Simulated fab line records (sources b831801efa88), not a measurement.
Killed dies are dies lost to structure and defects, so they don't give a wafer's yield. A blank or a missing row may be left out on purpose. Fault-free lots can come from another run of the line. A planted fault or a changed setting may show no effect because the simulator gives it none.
A struck lot beside a sound one	flow sky130	15 steps out of a route of 708
Sound: the wafers L499.1, L499.4, L499.6. Struck: wafers L494.4, L494.5, L494.6. The cause is named last.
For every step that has rows: the tool of each side, followed by ch and its chambers, followed by its first start. Under that, the readings that differ: sound wafers	struck wafers	difference of the means	sigmas: that difference in standard deviations of wafers without a fault.
alike: words and numbers the same on both sides, and readings whose means are apart by under 2 such deviations; not compared: readings that were withheld, readings missing a value for some wafer, numbers with overlapping values and no deviation given by the record, and bounds like >300 which may hide the same value.
A row with sigmas, a row that says differs or no value, or rows on one side alone: a step with any of these is where the two part. Non-overlapping numbers with no deviation appear without sigmas and do not part them. A reading missing from all wafers of one side parts the sides only when that side holds two or more wafers.

first, 2 steps without rows for these wafers: SKY_LDD_HVP_PEB_05; SKY_LDD_HVP_DEVELOP_06 (develop time 60 s).
SKY_LDD_HVP_OVL_MEAS_07:
  sound: overlay-01 at day 27 02:45; struck: overlay-01 at day 25 16:10
  alike: LDD_HVP_OVL
after that, 1 step had no rows for these wafers: SKY_LDD_HVP_IMPLANT_08.
SKY_LDD_HVP_STRIP_09: strips in O2/N2.
  sound on plasma asher-04 ch 0, day 27 02:56; struck on plasma asher-03 ch 0,1, day 25 16:22
  alike: chamber pressure mTorr, drypump motor current A, oes product au, strip time to endpoint s
  not compared: rf hours counter h
SKY_LDD_HVP_TW_MEAS_10:
  sound: film metro-04 at day 27 03:02; struck: film metro-03 at day 25 16:28
  alike: LDD_HVP_TW
then, 6 steps without rows for these wafers: SKY_LDD_LDN_DEHYDRATE_00 (time 60 s); SKY_LDD_LDN_HMDS_01 (prime time 60 s); SKY_LDD_LDN_COAT_02 (resist thk 1140 nm); SKY_LDD_LDN_SOFTBAKE_03 (time 60 s); SKY_LDD_LDN_EXPOSE_04 (exposes mask LDNTM, target cd 700 nm); SKY_LDD_LDN_PEB_05.
SKY_LDD_LDN_DEVELOP_06: develop time 60 s.
  sound on litho track-04 ch 0, day 28 05:43; struck on litho track-03 ch 0, day 26 21:33
reading	sound	struck	difference	sigmas
developer temp C (C)	22.88 22.85 22.80	21.83 22.05 21.90	-0.92	-9
SKY_LDD_LDN_OVL_MEAS_07:
  sound: overlay-02 at day 28 05:52; struck: overlay-02 at day 26 21:38
  alike: LDD_LDN_OVL
SKY_PAD_OPEN_PROBE_99:
  sound wafers here have rows in the record (prober-01, day 49 09:53); struck ones have none

WHERE THEY PART
Earliest at SKY_LDD_LDN_DEVELOP_06; latest, in this record, at SKY_PAD_OPEN_PROBE_99.

WHY: the cause the simulator had injected
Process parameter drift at SKY_LDD_LDN_DEVELOP_06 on litho track-03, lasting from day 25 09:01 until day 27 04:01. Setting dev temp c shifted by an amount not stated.
